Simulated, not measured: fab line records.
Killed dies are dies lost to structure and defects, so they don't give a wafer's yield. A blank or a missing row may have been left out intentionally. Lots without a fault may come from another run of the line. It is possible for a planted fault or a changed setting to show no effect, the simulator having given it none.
Chamber matching | flow sky130 | 4 sister chambers for SKY_VIA4_CMP_21 on cmp-01
The step polishes, stops on SiO2, t overpolish 25 s, target thk 0 nm. 24 wafers are shown with their chamber, then 12 later ones without.

== EACH WAFER AND ITS CHAMBER ==
wafer  | chamber | time-to-endpoint-s (s) | motor-current-A (A) | head-pressure-psi (psi)
L075.2 | 1       | 109                    | 11.3                | 3.510
L075.4 | 0       | 118                    | 11.4                | 3.488
L075.5 | 2       | 118                    | 10.7                | 3.515
L076.1 | 3       | 133                    | 11.0                | 3.497
L076.2 | 0       | 128                    | 11.8                | 3.514
L076.4 | 1       | 116                    | 11.2                | 3.489
L077.2 | 0       | 131                    | 11.9                | 3.511
L077.3 | 3       | 133                    | 11.2                | 3.494
L077.4 | 1       | 120                    | 10.9                | 3.505
L078.2 | 1       | 118                    | 10.4                | 3.516
L078.3 | 3       | 135                    | 10.7                | 3.493
L078.6 | 0       | 127                    | 11.9                | 3.505
L079.1 | 0       | 126                    | 11.7                | 3.485
L079.4 | 1       | 112                    | 11.6                | 3.499
L079.5 | 0       | 123                    | 11.4                | 3.499
L080.2 | 0       | 125                    | 11.7                | 3.498
L080.4 | 1       | 115                    | 12.0                | 3.519
L080.6 | 1       | 115                    | 10.8                | 3.510
L083.1 | 3       | 131                    | 11.3                | 3.501
L083.2 | 2       | 125                    | 10.4                | 3.505
L083.5 | 0       | 121                    | 11.6                | 3.500
L084.1 | 1       | 113                    | 11.6                | 3.495
L084.3 | 3       | 132                    | 11.0                | 3.507
L084.6 | 1       | 116                    | 11.8                | 3.503

SIGNATURES, as means of the wafers listed above
reading            | chamber 0 | chamber 1 | chamber 2 | chamber 3 | scatter within a chamber
time-to-endpoint-s | 124.88    | 114.89    | 121.50    | 132.80    | 3.44
motor-current-A    | 11.675    | 11.289    | 10.550    | 11.040    | 0.366
head-pressure-psi  | 3.50000   | 3.50511   | 3.51000   | 3.49840   | 0.00911
Rule: a wafer lies at a distance from a chamber equal to the root of the sum of squares, over the readings, of (its reading less the chamber's mean, divided by the reading's scatter). The wafer belongs to the nearest chamber; if the next one is less than 2 further off, it can't be placed. How the scatter is found: for the shown wafers, subtract from each reading the mean of its chamber, square and add these, divide the total by (wafers less chambers), then take the root.

== WAFERS WITHOUT THEIR CHAMBER ==
wafer  | time-to-endpoint-s (s) | motor-current-A (A) | head-pressure-psi (psi)
L087.3 | 114                    | 10.9                | 3.499
L087.5 | 110                    | 11.4                | 3.495
L087.6 | 131                    | 10.6                | 3.489
L089.1 | 115                    | 11.3                | 3.508
L089.2 | 125                    | 11.9                | 3.494
L089.5 | 126                    | 11.9                | 3.503
L093.2 | 122                    | 10.8                | 3.506
L093.4 | 122                    | 11.3                | 3.511
L093.5 | 113                    | 11.5                | 3.489
L095.2 | 112                    | 11.5                | 3.501
L095.4 | 125                    | 12.0                | 3.507
L095.5 | 114                    | 12.0                | 3.500

== CHAMBER TAKEN BY EACH ==
wafer  | from the rows above               | in truth
L087.3 | can't be placed: 1 or 2           | 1
L087.5 | 1                                 | 1
L087.6 | can't be placed: 3 or 2 or 0      | 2
L089.1 | 1                                 | 1
L089.2 | 0                                 | 0
L089.5 | 0                                 | 0
L093.2 | can't be placed: 2 or 1 or 0      | 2
L093.4 | can't be placed: 0 or 2 or 1 or 3 | 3
L093.5 | can't be placed: 1 or 0           | 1
L095.2 | 1                                 | 1
L095.4 | 0                                 | 0
L095.5 | can't be placed: 1 or 0           | 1
Placed correctly: 6 of 12. Not placeable from these rows: 6 (in 6, the candidates include the true chamber). Number placed wrongly: 0.
